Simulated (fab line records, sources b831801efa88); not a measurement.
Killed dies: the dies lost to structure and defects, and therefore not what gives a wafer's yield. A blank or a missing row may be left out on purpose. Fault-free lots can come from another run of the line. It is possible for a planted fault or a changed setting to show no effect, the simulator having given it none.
Which tool did it? -- flow sfq line -- 7 lots with 21 wafers sampled at 6 steps, on a route of 325 steps

## WHAT THE GAUGES SHOWED, per wafer
SFQ_I4_OVL_MEAS_928.
lot,measured,on,I4_OVL (nm)
L890,day 58 16:29,overlay-02,6 12 8
L892,day 59 06:26,overlay-02,-8 -4 -4
L894,day 60 13:40,overlay-01,2 4 7
L897,day 61 15:23,overlay-01,1 -3 2
L901,day 62 22:42,overlay-02,-4 1 7
L907,day 67 05:04,overlay-01,2 11 5
L909,day 67 14:39,overlay-01,- - -

## TOOL THAT RAN EACH LOT (tool first, then ch and the chambers of the sampled wafers, then the start)
lot,SFQ_TRILAYER_M1_BARC_OPEN_METAL_ETCH_054,SFQ_TRILAYER_M1_ETCH_METAL_ETCH_042,SFQ_TRILAYER_I1_VIA_LITHO_EXPOSE_050,SFQ_TRILAYER_I1_VIA_ETCH_VIA_ETCH_052,SFQ_TRILAYER_M2_STRIP_STRIP_061
L890,"rie metal-03 ch 0, day 25 12:52","rie metal-03 ch 0, day 25 12:55","krf scanner-02 ch 0, day 32 18:48","rie diel-01 ch 1,2,3, day 32 20:11","rie metal-03 ch 0,1, day 38 22:38"
L892,"rie metal-04 ch 0,1, day 26 04:45","rie metal-04 ch 0,1, day 26 04:49","krf scanner-01 ch 0, day 33 07:04","rie diel-03 ch 0,1,2, day 33 08:26","rie metal-03 ch 0,1, day 39 14:14"
L894,"rie metal-04 ch 1, day 28 01:48","rie metal-04 ch 1, day 28 01:55","krf scanner-02 ch 0, day 34 17:20","rie diel-03 ch 1,2, day 34 18:55","rie metal-04 ch 1, day 41 15:10"
L897,"rie metal-04 ch 0,1, day 29 05:25","rie metal-04 ch 0,1, day 29 05:30","krf scanner-01 ch 0, day 36 01:59","rie diel-03 ch 0,2, day 36 03:10","rie metal-01 ch 0,1, day 42 23:53"
L901,"rie metal-02 ch 0,1, day 30 13:48","rie metal-02 ch 0,1, day 30 13:52","krf scanner-01 ch 0, day 37 17:11","rie diel-03 ch 1,2, day 37 18:46","rie metal-01 ch 0,1, day 44 10:29"
L907,"rie metal-03 ch 0,1, day 32 22:34","rie metal-03 ch 0,1, day 32 22:38","krf scanner-02 ch 0, day 39 09:19","rie diel-04 ch 0,2,3, day 39 10:29","rie metal-01 ch 0,1, day 45 18:53"
L909,"rie metal-04 ch 0,1, day 33 10:56","rie metal-04 ch 0,1, day 33 10:59","krf scanner-02, day 39 18:43","rie diel-04 ch 0,2,3, day 39 20:05","rie metal-01 ch 0,1, day 46 06:41"
- SFQ_TRILAYER_M1_BARC_OPEN_METAL_ETCH_054: etches BARC in O2, target depth 125 nm, time 41.7 s.
- SFQ_TRILAYER_M1_ETCH_METAL_ETCH_042: etches Nb in Cl2/Ar, stops on SiO2, target depth 240 nm, time 120 s.
- SFQ_TRILAYER_I1_VIA_LITHO_EXPOSE_050: exposes mask I1, target cd 500 nm.
- SFQ_TRILAYER_I1_VIA_ETCH_VIA_ETCH_052: etches SiO2 in CHF3, stops on Nb, target depth 260 nm.
- SFQ_TRILAYER_M2_STRIP_STRIP_061: strips in O2.

## THE ANSWER, worked out from the rows above alone
Rule: the lots themselves supply what counts as usual. Put in order of their means at a reading, lots are off if they are a third of the lots or fewer, leave a main group of 4 or more, and stand apart from it by a gap of 3 or more times the standard deviation of the main group's means; of several such gaps the widest counts. Not used: any main group whose means are identical at the precision the tables above print for the reading. Also off: a lot with no number at a reading for which 4 or more lots have one. Any other lot the step has rows for is counted as sound.
Off: at SFQ_I4_OVL_MEAS_928 (I4_OVL), L909. Without a number there: L909. The main group: mean 2 nm, standard deviation 4.5.
A tool fits if, at a process step before that reading, it ran every lot that is off, and no sound lot after the first of them. Those tools and the gauges at SFQ_I4_OVL_MEAS_928 are tried in the same way. Can't be told from this: 5 tools fit, rie metal-04 at SFQ_TRILAYER_M1_BARC_OPEN_METAL_ETCH_054 and SFQ_TRILAYER_M1_ETCH_METAL_ETCH_042, krf scanner-02 at SFQ_TRILAYER_I1_VIA_LITHO_EXPOSE_050, rie diel-04 at SFQ_TRILAYER_I1_VIA_ETCH_VIA_ETCH_052, rie metal-01 at SFQ_TRILAYER_M2_STRIP_STRIP_061, overlay-01 at SFQ_I4_OVL_MEAS_928.

## WHAT THE SIMULATOR PUT IN
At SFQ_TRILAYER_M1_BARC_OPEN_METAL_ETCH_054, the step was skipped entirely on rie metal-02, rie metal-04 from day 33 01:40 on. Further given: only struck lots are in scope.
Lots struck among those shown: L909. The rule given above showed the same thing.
